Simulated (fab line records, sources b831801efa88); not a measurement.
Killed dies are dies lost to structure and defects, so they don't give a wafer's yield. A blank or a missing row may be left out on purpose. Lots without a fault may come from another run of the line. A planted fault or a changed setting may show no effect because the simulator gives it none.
One fault seen from 2 desks | flow sky130 | each desk has only its own numbers; what lay behind them comes last

THE METROLOGY DESK
What the gauges read, lot by lot, whatever tool the lot ran on: means of the sampled wafers that have a number. A lot is out of limits, marked OUT, if its mean lies more than 4 standard deviations from the usual mean; the brackets give that distance.
Columns: A = CAP2M_CVD_00_THK at SKY_CAP2M_THK_MEAS_01, usual 15.45 nm; B = VIA4_W_RS at SKY_VIA4_RS_MEAS_19, usual 0.2270 ohm/sq; C = VIA4_W_THK at SKY_VIA4_THK_MEAS_20, usual 502 nm
lot  | first seen here | A     | B                | C
L710 | day 41 06:53    | 15.14 | 0.2237           | 513
L711 | day 41 20:16    | 15.55 | 0.2263           | 494
L712 | day 41 22:08    | 15.63 | 0.2269           | 493
L713 | day 41 22:47    | 15.42 | 0.2224           | 504
L715 | day 42 15:49    | 15.14 | 0.2269           | 508
L718 | day 43 12:12    | 15.72 | 0.2620 (+17) OUT | 453 (-6.4) OUT
L728 | day 46 02:21    | 15.45 | 0.2287           | 502
L730 | day 46 06:39    | 15.94 | 0.2285           | 501
L731 | day 46 14:22    | 15.46 | 0.2268           | 507
This desk's finding: out of limits on L718; first on L718, day 46 09:34 (VIA4_W_RS at SKY_VIA4_RS_MEAS_19). In limits: L710, L711, L712, L713, L715, L728, L730, L731.

THE TOOL OWNER'S DESK: cvd_w-01
The tool's own readings at SKY_VIA4_CVD_18 (deposits W, target thk 505 nm, time 152.14 s): means of the sampled wafers that have a number, for each lot that ran on this tool. A lot is out of limits, marked OUT, if its mean lies more than 4 standard deviations from the usual mean; the brackets give that distance.
Columns: A = heater_power_w at SKY_VIA4_CVD_18, usual 856 W
lot  | first seen here | A
L712 | day 44 23:54    | 788
L715 | day 45 15:19    | 772
L718 | day 46 09:23    | 758
This desk's finding: nothing out of limits on any of the 3 lots.

PUT TOGETHER
The metrology desk could have raised an alarm at day 46 09:34, on L718.
The tool owner's desk saw nothing out of limits.
The tool owner's desk has L718 on record, within its limits.
Of the lots named, all ran SKY_VIA4_CVD_18 on cvd_w-01.

WHAT THE SIMULATOR HAD PUT IN
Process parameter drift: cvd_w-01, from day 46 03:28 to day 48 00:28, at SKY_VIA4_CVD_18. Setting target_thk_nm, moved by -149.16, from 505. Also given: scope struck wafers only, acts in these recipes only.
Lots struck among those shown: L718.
Hours from the fault's start to each desk's first reading out of limits: the metrology desk, 6.
